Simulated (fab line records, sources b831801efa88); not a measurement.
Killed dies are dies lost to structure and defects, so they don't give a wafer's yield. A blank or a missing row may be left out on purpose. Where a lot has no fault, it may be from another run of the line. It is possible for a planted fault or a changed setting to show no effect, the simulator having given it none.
A struck lot beside a sound one + flow sky130 + 15 steps out of a route of 708
Sound: these wafers, L782.1, L782.4, L782.6. Struck: wafer L785.6. (L785.2, L785.4 of the same lot were not struck and are left out.) The cause comes at the end.
For every step that has rows: the tool of each side, followed by ch and its chambers, followed by its first start. Under that, the readings that differ: sound wafers + struck wafers + difference of the means + sigmas: that difference in standard deviations of wafers without a fault.
alike: a reading whose means differ by less than 2 such deviations, as well as words and numbers matching on both sides. not compared: withheld readings; readings where some wafer has no value; bounds like >300 that might hide an equal value; numbers whose values overlap and for which the record gives no deviation.
A row with sigmas, a row that says differs or no value, or rows on one side alone: a step with any of these is where the two part. Non-overlapping numbers with no deviation appear without sigmas and do not part them. Lack of a reading on every wafer of one side parts them only where that side has two or more wafers.

SKY_VIA4_STRIP_13: strips in O2/N2.
  sound on plasma_asher-02 ch 0,1, day 45 17:40; struck on plasma_asher-04 ch 1, day 46 17:37
  alike: drypump_motor_current_A, oes_product_au, strip_time_to_endpoint_s
  not compared: rf_hours_counter_h
then, 5 steps without rows for these wafers: SKY_VIA4_STRIP_14 (strips in post etch residue remover, time 1200 s); SKY_VIA4_CLEAN_15 (cleans in IPA, time 180 s); SKY_VIA4_CLEAN_16 (cleans in O3/DIW); SKY_VIA4_SPUTTER_17 (material TiN, target thk 20 nm, time 80 s); SKY_VIA4_CVD_18 (deposits W, target thk 505 nm, time 152.14 s).
SKY_VIA4_RS_MEAS_19: the measuring method here is four-point-probe.
  sound: film_metro-03 at day 45 18:58; struck: film_metro-03 at day 46 18:29
  alike: VIA4_W_RS
SKY_VIA4_THK_MEAS_20: measures by xrf.
  sound: film_metro-03 at day 45 19:05; struck: film_metro-03 at day 46 18:36
  alike: VIA4_W_THK
SKY_VIA4_CMP_21: polishes, stops on SiO2, t overpolish 25 s, target thk 0 nm.
  sound on cmp-02 ch 1,2,3, day 45 19:19; struck on cmp-01 ch 1, day 46 18:38
| reading                | sound       | struck | difference | sigmas |
|------------------------|-------------|--------|------------|--------|
| time_to_endpoint_s (s) | 127 124 128 | 112    | -14        | -5     |
  alike: motor_current_A, overpolish_run_s
SKY_METAL5_SPUTTER_00: material Ti, target thk 15 nm, time 10 s.
  sound: pvd_sputter-03 at day 45 19:34; struck: pvd_sputter-03 at day 46 18:56
  alike: throttle_valve_pct
then, 1 step without rows for these wafers: SKY_METAL5_SPUTTER_01 (material TiN, target thk 20 nm, time 16.7 s).
SKY_METAL5_SPUTTER_02: material AlCu, target thk 1150 nm, time 61.2 s.
  sound: pvd_sputter-03 at day 45 19:37; struck: pvd_sputter-03 at day 46 18:59
  alike: throttle_valve_pct
SKY_METAL5_SPUTTER_03: material Ti, target thk 5 nm, time 3.3 s.
  sound: pvd_sputter-03 at day 45 19:40; struck: pvd_sputter-03 at day 46 19:02
| reading                                   | sound             | struck | difference | sigmas |
|-------------------------------------------|-------------------|--------|------------|--------|
| model.Ti_of_METAL5_SPUTTER_03.thk_nm (nm) | 4.981 4.908 4.916 | 4.34   | -0.60      |        |
  alike: throttle_valve_pct
SKY_METAL5_SPUTTER_04: material TiN, target thk 70 nm, time 58.3 s.
  sound: pvd_sputter-03 at day 45 19:41; struck: pvd_sputter-03 at day 46 19:04
  alike: throttle_valve_pct
-- the record jumps here: 3 days lie between the struck wafers' starts before and after (it left off in module METAL5 and takes up again in module PAD_OPEN, whose first step shown is number 708 of the route) --
SKY_PAD_OPEN_PROBE_99:
  sound: prober-02 at day 48 09:43; struck: prober-01 at day 49 08:24
  alike: defect_limited_yield, killed_at_M0_to_M3, killed_at_M4_up, killed_at_contacts, killed_at_front_end, killed_at_other, killed_dies, killed_open, killed_short, sort_bin_3_pad_short, sort_bin_5_function, sort_bin_6_memory, sort_n_pass, sort_yield_pct

## WHERE THEY PART
Only at SKY_VIA4_CMP_21, within this record. Later steps at which nothing parts them and some readings are alike: SKY_METAL5_SPUTTER_00, SKY_METAL5_SPUTTER_02, SKY_METAL5_SPUTTER_03, SKY_METAL5_SPUTTER_04, SKY_PAD_OPEN_PROBE_99.

WHY: the cause the simulator had injected
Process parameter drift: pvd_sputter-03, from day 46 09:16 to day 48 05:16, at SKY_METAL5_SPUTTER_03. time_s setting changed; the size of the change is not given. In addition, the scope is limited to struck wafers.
